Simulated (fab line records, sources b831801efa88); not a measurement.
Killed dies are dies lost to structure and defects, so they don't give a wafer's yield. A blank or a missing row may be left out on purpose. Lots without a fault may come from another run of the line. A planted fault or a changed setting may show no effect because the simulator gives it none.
Which tool did it? | flow gf180mcu | 14 lots, 42 wafers sampled, at 2 steps of a route of 602

WHAT THE GAUGES READ, wafer by wafer
GF_SALICIDE_THK_MEAS_05: measures by xrf.
lot  | measured     | on            | SALICIDE_TIN_THK (nm)
L483 | day 15 06:17 | film_metro-03 | 19.80 19.98 19.79
L484 | day 15 13:26 | film_metro-03 | 19.78 19.92 20.25
L485 | day 16 01:19 | film_metro-03 | 19.91 19.73 20.04
L486 | day 16 04:41 | film_metro-01 | 19.59 19.47 19.51
L487 | day 16 14:58 | film_metro-01 | 19.69 19.96 19.56
L488 | day 16 23:17 | film_metro-01 | 19.70 19.75 19.57
L497 | day 20 06:16 | film_metro-01 | 20.04 19.67 20.32
L498 | day 20 15:42 | film_metro-01 | 19.80 19.51 19.77
L501 | day 21 15:34 | film_metro-01 | 20.16 19.86 20.37
L502 | day 21 22:07 | film_metro-01 | 20.37 20.46 20.11
L503 | day 22 03:14 | film_metro-01 | 19.92 19.59 20.48
L504 | day 22 19:32 | film_metro-01 | 20.22 20.08 20.24
L505 | day 23 00:41 | film_metro-02 | 20.17 20.05 20.29
L506 | day 23 07:55 | film_metro-03 | 19.99 19.97 19.99

GF_CONTACT_THK_MEAS_03.
lot  | measured     | on            | CONTACT_CVD_02_THK (nm)
L483 | day 15 06:49 | film_metro-02 | 848 863 876
L484 | day 15 13:58 | film_metro-04 | 850 871 859
L485 | day 16 01:50 | film_metro-04 | 849 864 857
L486 | day 16 05:13 | film_metro-01 | 836 841 850
L487 | day 16 15:29 | film_metro-02 | 820 832 851
L488 | day 16 23:57 | film_metro-04 | 861 859 873
L497 | day 20 06:50 | film_metro-04 | 846 860 861
L498 | day 20 16:13 | film_metro-01 | 899 869 867
L501 | day 21 16:06 | film_metro-01 | 859 870 876
L502 | day 21 22:38 | film_metro-04 | 848 853 855
L503 | day 22 03:46 | film_metro-02 | 845 850 860
L504 | day 22 20:10 | film_metro-02 | 863 868 868
L505 | day 23 01:13 | film_metro-01 | 849 884 868
L506 | day 23 08:46 | film_metro-04 | 844 854 860

WHICH TOOL RAN EACH LOT (tool, then ch and the chambers of the sampled wafers, then the start)
The record holds no process step before these readings.

WHAT THE TOOLS THEMSELVES READ (means of the sampled wafers that have a number; where no wafer has one, the mark that the record gives instead)
The record holds no such reading with a usual standard deviation.

THE ANSWER, worked out from the rows above alone
Rule: what is usual is taken from the lots themselves. Put in order of their means at a reading, lots are off if they are a third of the lots or fewer, leave a main group of 4 or more, and stand apart from it by a gap of 3 or more times the standard deviation of the main group's means; of several such gaps the widest counts. A main group whose means are all the same, to the digits that the tables above print for the reading, isn't used. A lot without any number at a reading at which 4 lots or more have one is off too. The other lots that the step has rows for count as sound. The gauges are gone through in route order, then the tools' own readings, and for those a lot's mean is taken as printed above. The first step at which some lot is off is used, and at that step the reading that is off furthest; a lot without a number counts as furthest.
No lot is off at any reading shown: from this, nothing can be told.

WHAT THE SIMULATOR HAD PUT IN
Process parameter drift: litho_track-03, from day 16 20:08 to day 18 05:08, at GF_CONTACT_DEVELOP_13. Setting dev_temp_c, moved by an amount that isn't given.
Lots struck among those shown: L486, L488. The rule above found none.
